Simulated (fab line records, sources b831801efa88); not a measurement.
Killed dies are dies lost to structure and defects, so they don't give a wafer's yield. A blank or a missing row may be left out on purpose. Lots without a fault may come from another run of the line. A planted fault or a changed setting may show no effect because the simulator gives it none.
fab line records | flow sky130
record lots=10 wafers=30 last_day=50
route steps=708 shown METAL4@629 METAL5@663 PAD_OPEN@708
lots that met no fault: from a run of the same line without faults
start_h: hours from the record's first day to the start of the lot's first wafer shown | wait_h: hours since the lot's step before | " the same as in the row above | L1.1+2: a row that stands for several wafers | - no value, or no start given | * or withheld: withheld | < > ~ a bound
route shown NAME@n: a module of which the file shows steps, and the number in the route of the first | usual: mean/standard deviation of fault-free wafers | same: alike in all rows | chamber/n: place in a boat | sites: the reading at each site | _std_site: their standard deviation | _edge_site: outer sites' mean less inner sites' | radius_mm: how far each site lies from the wafer's centre | mask NAME#n: copy n | behind: the tool/chamber that last shaped the wafer | hold: why the lot was held/for how many hours/how that ended | device: the transistor (n, p or np) that didn't switch | end of line: the same wafers' tests at the end of the route | a step without rows: its recipe alone | killed: dies lost to structure and defects at the first sort, not the wafer's yield | map: a wafer's dies, x killed, . not, _ none there
set.NAME: the setting as run; set.NAME@STEP: as run at that earlier step | model.NAME: the simulator's own value behind a step, which no gauge read
steps of the route over a sample of lots; a table a step, a row a wafer
services: from which hour (start_h, from the record's first day; less than 0 if before it) a tool's chamber was out of use, for how many hours, and why
## steps
# step SKY_METAL4_CD_MEAS_13
# recipe target_cd_nm=300
# usual cd_nm=299.8/1.3
# columns lot.wafer tool chamber start_h wait_h cd_nm
L606.3 cd_sem-01 - 993.03 - 301.4
L606.4 " - " " 300.4
L606.5 " - " " 300.2
L607.1 cd_sem-01 - 996.87 - 298.8
L607.2 " - " " 299.5
L607.6 " - " " 299.4
L609.1 cd_sem-02 - 1013.13 - 300.8
L609.5 " - " " 300.4
L609.6 " - " " 301.0
L612.1 cd_sem-02 - 1029.63 - 299.9
L612.3 " - " " 300.6
L612.4 " - " " 298.9
L617.1 cd_sem-02 - 1062.44 - 300.2
L617.3 " - " " 300.9
L617.4 " - " " 299.9
L618.2 cd_sem-01 - 1069.86 - 298.5
L618.3 " - " " 297.8
L618.5 " - " " 300.2
L619.3 cd_sem-01 - 1075.16 - 298.5
L619.5 " - " " 298.5
L619.6 " - " " 298.6
L621.2 cd_sem-02 - 1086.51 - 301.9
L621.3 " - " " 300.7
L621.5 " - " " 300.8
L625.1 cd_sem-02 - 1110.73 - 299.7
L625.2 " - " " 300.1
L625.5 " - " " 298.8
L626.1 cd_sem-02 - 1114.57 - 301.1
L626.2 " - " " 300.1
L626.5 " - " " 300.1
# step SKY_METAL4_ETCH_16
# recipe chemistry=N2/H2 target=BARC ion_energy_ev=200 bias_w=100 pressure_mtorr=30 n2_flow_sccm=100 h2_flow_sccm=200 icp_w=500 stop_on=SiO2 time_s=88.2 target_depth_a=600
# usual drypump_motor_current_A=5.5/0.36 h2_flow_sccm=200.0/0.53 oes_product_au=0.625/0.0043 throttle_valve_pct=13.206/0.0088
# columns lot.wafer tool chamber start_h wait_h drypump_motor_current_A h2_flow_sccm oes_product_au rf_hours_counter_h throttle_valve_pct
L606.3 rie_metal-02 1 993.21 0.0 5.3 199.6 0.639 - 13.192
L606.4 " 0 " " 6.0 199.4 0.628 - 13.198
L606.5 " 0 " " 6.0 199.7 0.627 - 13.202
L607.1 rie_metal-04 1 997.09 0.1 5.7 199.7 0.622 1 13.200
L607.2 " 1 " " 5.6 200.2 0.620 - 13.193
L607.6 " 1 " " 5.6 199.8 0.625 - 13.206
L609.1 rie_metal-01 1 1013.31 0.0 5.1 200.3 0.623 21 13.215
L609.5 " 1 " " 5.1 198.7 0.625 - 13.205
L609.6 " 0 " " 5.8 200.1 0.623 - 13.199
L612.1 rie_metal-04 0 1029.81 0.0 5.0 199.9 0.633 0 13.195
L612.3 " 1 " " 5.6 200.2 0.626 - 13.223
L612.4 " 0 " " 5.0 200.1 0.621 - 13.201
L617.1 rie_metal-01 0 1062.62 0.0 5.9 199.5 0.620 14 13.200
L617.3 " 1 " " 5.1 198.6 0.623 - 13.194
L617.4 " 0 " " 5.9 199.1 0.626 - 13.220
L618.2 rie_metal-04 1 1070.02 0.0 5.6 200.5 0.623 7 13.207
L618.3 " 0 " " 5.0 200.4 0.622 - 13.200
L618.5 " 0 " " 5.0 200.8 0.630 - 13.212
L619.3 rie_metal-01 1 1075.34 0.0 5.1 200.0 0.623 - 13.203
L619.5 " 1 " " 5.1 199.0 0.625 - 13.213
L619.6 " 0 " " 5.8 199.6 0.627 - 13.216
L621.2 rie_metal-01 1 1086.67 0.0 5.1 198.9 0.627 24 13.207
L621.3 " 1 " " 5.1 199.6 0.618 - 13.204
L621.5 " 1 " " 5.1 199.7 0.631 - 13.208
L625.1 rie_metal-04 1 1110.91 0.0 5.6 199.9 0.621 10 13.193
L625.2 " 0 " " 5.0 200.1 0.618 7 13.207
L625.5 " 0 " " 5.0 199.8 0.623 - 13.204
L626.1 rie_metal-01 1 1114.75 0.0 5.1 200.1 0.626 26 13.205
L626.2 " 0 " " 5.9 199.5 0.631 17 13.191
L626.5 " 1 " " 5.1 199.5 0.618 - 13.203
# step SKY_METAL5_SPUTTER_02
# recipe material=AlCu target_thk_nm=1150 power_w=10600 time_s=61.2 chamber_pressure_pa=0.4
# usual cathode_dc_power_W=10600/1.8 throttle_valve_pct=30.0/1
# columns lot.wafer tool chamber start_h wait_h cathode_dc_power_W throttle_valve_pct
L606.3 pvd_sputter-02 - 1018.80 0.0 10601 27.9
L606.4 " - " " 10599 29.0
L606.5 " - " " 10599 30.2
L607.1 pvd_sputter-04 - 1023.34 0.0 10600 30.3
L607.2 " - " " 10603 30.2
L607.6 " - " " 10603 31.2
L609.1 pvd_sputter-04 - 1038.48 0.0 10598 31.5
L609.5 " - " " 10601 29.3
L609.6 " - " " 10598 31.0
L612.1 pvd_sputter-04 - 1054.47 0.0 10602 29.3
L612.3 " - " " 10600 31.1
L612.4 " - " " 10602 30.4
L617.1 pvd_sputter-04 - 1087.10 0.0 10602 30.6
L617.3 " - " " 10598 29.2
L617.4 " - " " 10601 31.1
L618.2 pvd_sputter-02 - 1094.88 0.0 10600 29.8
L618.3 " - " " 10601 27.8
L618.5 " - " " 10597 29.9
L619.3 pvd_sputter-04 - 1098.96 0.0 10599 29.3
L619.5 " - " " 10605 28.9
L619.6 " - " " 10600 30.5
L621.2 pvd_sputter-04 - 1109.67 0.0 10598 29.1
L621.3 " - " " 10598 30.7
L621.5 " - " " 10600 30.2
L625.1 pvd_sputter-03 - 1133.34 0.0 10600 29.8
L625.2 " - " " 10601 29.5
L625.5 " - " " 10602 29.7
L626.1 pvd_sputter-03 - 1138.48 0.0 10599 30.0
L626.2 " - " " 10600 29.8
L626.5 " - " " 10601 30.0
# step SKY_METAL5_SPUTTER_04
# recipe material=TiN target_thk_nm=70 power_w=6500 time_s=58.3 chamber_pressure_pa=0.4
# usual cathode_dc_power_W=6500.0/1.2 throttle_valve_pct=30.0/0.99
# columns lot.wafer tool chamber start_h wait_h cathode_dc_power_W throttle_valve_pct
L606.3 pvd_sputter-02 - 1018.87 0.0 6501.4 27.6
L606.4 " - " " 6498.6 29.1
L606.5 " - " " 6500.0 30.4
L607.1 pvd_sputter-04 - 1023.41 0.0 6501.4 30.5
L607.2 " - " " 6498.2 29.9
L607.6 " - " " 6498.8 31.2
L609.1 pvd_sputter-04 - 1038.55 0.0 6498.6 31.3
L609.5 " - " " 6499.7 29.3
L609.6 " - " " 6501.7 31.0
L612.1 pvd_sputter-04 - 1054.54 0.0 6499.4 29.3
L612.3 " - " " 6499.2 31.2
L612.4 " - " " 6499.0 30.3
L617.1 pvd_sputter-04 - 1087.16 0.0 6501.6 30.5
L617.3 " - " " 6501.2 29.0
L617.4 " - " " 6501.4 31.1
L618.2 pvd_sputter-02 - 1094.95 0.0 6500.6 29.8
L618.3 " - " " 6501.9 27.3
L618.5 " - " " 6498.7 30.1
L619.3 pvd_sputter-04 - 1099.03 0.0 6500.2 29.0
L619.5 " - " " 6501.6 29.3
L619.6 " - " " 6500.4 30.4
L621.2 pvd_sputter-04 - 1109.74 0.0 6497.4 29.1
L621.3 " - " " 6501.2 30.4
L621.5 " - " " 6499.4 30.4
L625.1 pvd_sputter-03 - 1133.41 0.0 6497.6 29.3
L625.2 " - " " 6501.0 29.7
L625.5 " - " " 6500.6 29.5
L626.1 pvd_sputter-03 - 1138.55 0.0 6500.2 29.8
L626.2 " - " " 6501.5 29.9
L626.5 " - " " 6499.3 30.1
# step SKY_METAL5_RS_MEAS_05
# recipe thk_meas_gauge=four-point-probe reads=TiN_of_METAL5_SPUTTER_04+Ti_of_METAL5_SPUTTER_03+AlCu_of_METAL5_SPUTTER_02+TiN_of_METAL5_SPUTTER_01+Ti_of_METAL5_SPUTTER_00
# usual METAL5_ALCU_RS=0.02719/0.00029
# columns lot.wafer tool chamber start_h wait_h METAL5_ALCU_RS[ohm/sq]
L606.3 film_metro-02 - 1018.96 0.1 0.02709
L606.4 " - " " 0.02756
L606.5 " - " " 0.02771
L607.1 film_metro-01 - 1023.46 0.0 0.02732
L607.2 " - " " 0.02732
L607.6 " - " " 0.02756
L609.1 film_metro-01 - 1038.60 0.0 0.02786
L609.5 " - " " 0.02729
L609.6 " - " " 0.02748
L612.1 film_metro-01 - 1054.59 0.0 0.02687
L612.3 " - " " 0.02695
L612.4 " - " " 0.0266
L617.1 film_metro-02 - 1087.21 0.0 0.02709
L617.3 " - " " 0.03292
L617.4 " - " " 0.02732
L618.2 film_metro-02 - 1095.02 0.0 0.02664
L618.3 " - " " 0.02645
L618.5 " - " " 0.02677
L619.3 film_metro-03 - 1099.12 0.1 0.03352
L619.5 " - " " 0.03344
L619.6 " - " " 0.02711
L621.2 film_metro-01 - 1109.81 0.0 0.03364
L621.3 " - " " 0.03315
L621.5 " - " " 0.03283
L625.1 film_metro-03 - 1133.46 0.0 0.02747
L625.2 " - " " 0.02694
L625.5 " - " " 0.02737
L626.1 film_metro-03 - 1138.60 0.0 0.02683
L626.2 " - " " 0.02699
L626.5 " - " " 0.02686
# step SKY_METAL5_THK_MEAS_06
# recipe thk_meas_gauge=xrf reads=AlCu_of_METAL5_SPUTTER_02
# usual METAL5_ALCU_THK=1133/14
# columns lot.wafer tool chamber start_h wait_h METAL5_ALCU_THK[nm]
L606.3 film_metro-02 - 1019.06 0.1 1133
L606.4 " - " " 1118
L606.5 " - " " 1108
L607.1 film_metro-01 - 1023.58 0.1 1120
L607.2 " - " " 1131
L607.6 " - " " 1112
L609.1 film_metro-01 - 1038.72 0.1 1110
L609.5 " - " " 1129
L609.6 " - " " 1119
L612.1 film_metro-01 - 1054.71 0.1 1151
L612.3 " - " " 1143
L612.4 " - " " 1157
L617.1 film_metro-02 - 1087.33 0.1 1143
L617.3 " - " " 935
L617.4 " - " " 1123
L618.2 film_metro-02 - 1095.13 0.1 1157
L618.3 " - " " 1158
L618.5 " - " " 1148
L619.3 film_metro-03 - 1099.22 0.1 915
L619.5 " - " " 919
L619.6 " - " " 1143
L621.2 film_metro-01 - 1109.92 0.1 914
L621.3 " - " " 928
L621.5 " - " " 941
L625.1 film_metro-03 - 1133.58 0.1 1124
L625.2 " - " " 1141
L625.5 " - " " 1128
L626.1 film_metro-03 - 1138.72 0.1 1147
L626.2 " - " " 1141
L626.5 " - " " 1144
# step SKY_METAL5_METAL_ETCH_15
# recipe target_depth_a=12600 stop_on=SiO2 over_etch_frac=0.2 time_s=252 chemistry=Cl2/BCl3 resist_sidewall_deg=86 pressure_mtorr=10 icp_w=900 bias_w=48.5 Cl2_flow_sccm=60 bcl3_flow_sccm=30
# usual drypump_motor_current_A=5.4/0.31 oes_product_au=0.895/0.005 throttle_valve_pct=22.265/0.0087
# columns lot.wafer tool chamber start_h wait_h drypump_motor_current_A oes_product_au rf_hours_counter_h throttle_valve_pct
L606.3 rie_metal-04 0 1041.69 0.1 5.0 0.901 - 22.265
L606.4 " 1 " " 5.6 0.892 - 22.264
L606.5 " 1 " " 5.6 0.890 - 22.254
L607.1 rie_metal-04 0 1046.45 0.0 5.0 0.899 2 22.254
L607.2 " 1 " " 5.6 0.894 6 22.270
L607.6 " 0 " " 4.9 0.892 - 22.258
L609.1 rie_metal-01 1 1060.51 0.0 5.1 0.898 22 22.253
L609.5 " 1 " " 5.1 0.898 - 22.260
L609.6 " 0 " " 5.8 0.892 - 22.257
L612.1 rie_metal-03 1 1076.15 0.0 5.2 0.892 20 22.273
L612.3 " 1 " " 5.2 0.896 - 22.256
L612.4 " 0 " " 5.6 0.901 - 22.253
L617.1 rie_metal-01 0 1107.96 0.0 5.8 0.892 17 22.253
L617.3 " 0 " " 5.8 0.824 - 22.274
L617.4 " 1 " " 5.1 0.907 - 22.272
L618.2 rie_metal-04 0 1115.25 0.0 5.0 0.895 7 22.273
L618.3 " 0 " " 5.0 0.889 - 22.248
L618.5 " 1 " " 5.6 0.895 - 22.275
L619.3 rie_metal-01 1 1119.44 0.1 5.1 0.817 - 22.253
L619.5 " 0 " " 5.8 0.819 - 22.258
L619.6 " 1 " " 5.1 0.895 - 22.273
L621.2 rie_metal-01 1 1128.72 0.0 5.1 0.816 27 22.257
L621.3 " 1 " " 5.1 0.810 - 22.266
L621.5 " 0 " " 5.8 0.825 - 22.250
L625.1 rie_metal-03 1 1151.17 0.0 5.2 0.896 25 22.270
L625.2 " 0 " " 5.5 0.900 19 22.272
L625.5 " 0 " " 5.6 0.895 - 22.266
L626.1 rie_metal-03 1 1157.30 0.0 5.2 0.886 26 22.271
L626.2 " 0 " " 5.6 0.891 19 22.267
L626.5 " 1 " " 5.2 0.889 - 22.269
# step SKY_PAD_OPEN_PROBE_99
# usual defect_limited_yield=82.7/1.8 killed_at_M0_to_M3=42/7.2 killed_at_M4_up=3.4/2.1 killed_at_contacts=24/5.4 killed_at_front_end=15/4 killed_at_other=0.3/0.53 killed_dies=85/8.8 killed_open=47/6.7 killed_short=38/6.5 sort_bin_3_pad_short=0.8/0.4 sort_bin_5_function=10.2/1.3 sort_bin_6_memory=6.2/1.2 sort_n_pass=407/8.8 sort_yield_pct=82.7/1.8
# same gross_dies=492 killed_at_back_side=0 sort_bin_4_leakage[%]=0 sort_bin_8_speed[%]=0
# columns lot.wafer tool chamber start_h wait_h defect_limited_yield[%] killed_at_M0_to_M3 killed_at_M4_up killed_at_contacts killed_at_front_end killed_at_other killed_dies killed_open killed_short sort_bin_3_pad_short[%] sort_bin_5_function[%] sort_bin_6_memory[%] sort_n_pass sort_yield_pct[%]
L618.2 prober-01 - 1157.48 0.1 84.1 34 1 28 15 0 78 44 34 1.0 11.0 3.9 414 84.1
L618.3 prober-01 - 1157.53 0.2 82.3 32 0 30 25 0 87 42 45 0.8 9.1 7.7 405 82.3
L618.5 prober-01 - 1157.63 0.2 83.5 42 1 25 13 0 81 44 37 0.8 8.1 7.5 411 83.5
L621.2 prober-02 - 1168.71 0.1 81.3 45 2 27 18 0 92 50 42 0.8 10.0 7.9 400 81.3
L621.3 prober-02 - 1168.76 0.2 83.1 39 4 29 11 0 83 44 39 1.0 9.6 6.3 409 83.1
L621.5 prober-02 - 1168.86 0.2 82.3 41 2 22 22 0 87 41 46 1.4 12.0 4.3 405 82.3
# killed by level:class
L618.2 CONTACT:geometric_particle:open=9 LI_CONTACT:geometric_particle:open=7 VIA1:geometric_particle:open=7 FIELD_ISO:geometric_particle:open=5 METAL2:geometric_particle:short=5 CONTACT:geometric_particle:short=5 METAL1:geometric_particle:short=5 VIA3:geometric_particle:open=5
L618.3 CONTACT:geometric_particle:open=12 FIELD_ISO:geometric_particle:short=8 VIA1:geometric_particle:open=7 LOCAL_INTERCONNECT:geometric_particle:short=6 VIA1:geometric_particle:short=6 FIELD_ISO:geometric_particle:open=5 VIA2:geometric_particle:open=5 POLY_GATE:geometric_particle:short=4
L618.5 CONTACT:geometric_particle:open=13 VIA1:geometric_particle:open=10 METAL2:geometric_particle:short=7 CONTACT:geometric_particle:short=6 VIA2:geometric_particle:open=6 METAL1:geometric_particle:short=5 FIELD_ISO:geometric_particle:short=4 FIELD_ISO:geometric_particle:open=4
L621.2 CONTACT:geometric_particle:open=10 VIA1:geometric_particle:open=10 VIA2:geometric_particle:open=7 LI_CONTACT:geometric_particle:open=6 CONTACT:geometric_particle:short=6 POLY_GATE:geometric_particle:open=5 VIA1:geometric_particle:short=4 METAL2:geometric_particle:short=4
L621.3 CONTACT:geometric_particle:open=13 METAL2:geometric_particle:short=9 LI_CONTACT:geometric_particle:open=6 VIA3:geometric_particle:open=6 LOCAL_INTERCONNECT:geometric_particle:short=5 METAL1:geometric_particle:short=5 POLY_GATE:geometric_particle:short=4 VIA1:geometric_particle:open=4
L621.5 POLY_GATE:geometric_particle:short=9 VIA1:geometric_particle:open=9 LI_CONTACT:geometric_particle:open=7 METAL2:geometric_particle:short=7 LI_CONTACT:geometric_particle:short=6 CONTACT:geometric_particle:open=6 VIA2:geometric_particle:open=6 POLY_GATE:geometric_particle:open=5
## services
# columns tool chamber start_h hours kind
rie_metal-03 1 976.43 1.9 repair
rie_metal-02 - 993.62 0.6 repair
rie_metal-04 0 996.29 - clean
pvd_sputter-04 - 1016.30 5.2 repair
rie_metal-01 - 1021.68 28.1 pm
rie_metal-01 - 1059.94 0.4 repair
rie_metal-03 - 1061.93 1.5 repair
rie_metal-01 0 1063.39 2.8 repair
rie_metal-02 - 1077.73 14.6 pm
pvd_sputter-03 - 1086.35 5.1 repair
rie_metal-01 - 1090.09 4.3 pm
pvd_sputter-04 3 1092.26 - consumable_replace:kit
pvd_sputter-04 3 1092.26 18.0 scheduled_down
pvd_sputter-04 3 1092.26 18.0 vent_cycle
pvd_sputter-04 - 1094.85 1.5 repair
rie_metal-03 - 1115.38 1.4 pm
pvd_sputter-02 - 1120.92 0.6 repair
pvd_sputter-02 - 1125.17 1.8 repair
rie_metal-01 - 1127.20 0.5 repair
rie_metal-04 0 1149.08 24.3 repair
rie_metal-01 1 1149.36 - clean
rie_metal-01 1 1149.36 - consumable_replace:focus_ring
rie_metal-01 1 1149.36 23.3 scheduled_down
rie_metal-01 1 1149.36 23.3 vent_cycle
## key
first_sign step=SKY_METAL5_RS_MEAS_05 reading=METAL5_ALCU_RS direction=up sigmas=21 usual=0.02719 struck=0.03325
effect step=SKY_METAL5_THK_MEAS_06 reading=METAL5_ALCU_THK direction=down sigmas=15 usual=1133 struck=925
effect step=SKY_METAL5_METAL_ETCH_15 reading=oes_product_au direction=down sigmas=15 usual=0.895 struck=0.818
met_at SKY_METAL5_SPUTTER_02
struck_lots L617,L619,L621
struck_wafers L617.3,L619.3,L619.5,L621.2,L621.3,L621.5
not_acting_at SKY_METAL4_CD_MEAS_13,SKY_METAL4_ETCH_16,SKY_METAL5_SPUTTER_04
onset_between 1054.47 1087.10
fault kind=process_parameter_drift tool=pvd_sputter-04 chamber=- onset_h=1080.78 steps=SKY_METAL5_SPUTTER_02 channel=time_s offset=* shape=step end_h=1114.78 scope=struck_wafers_only acts_in=* stated=*
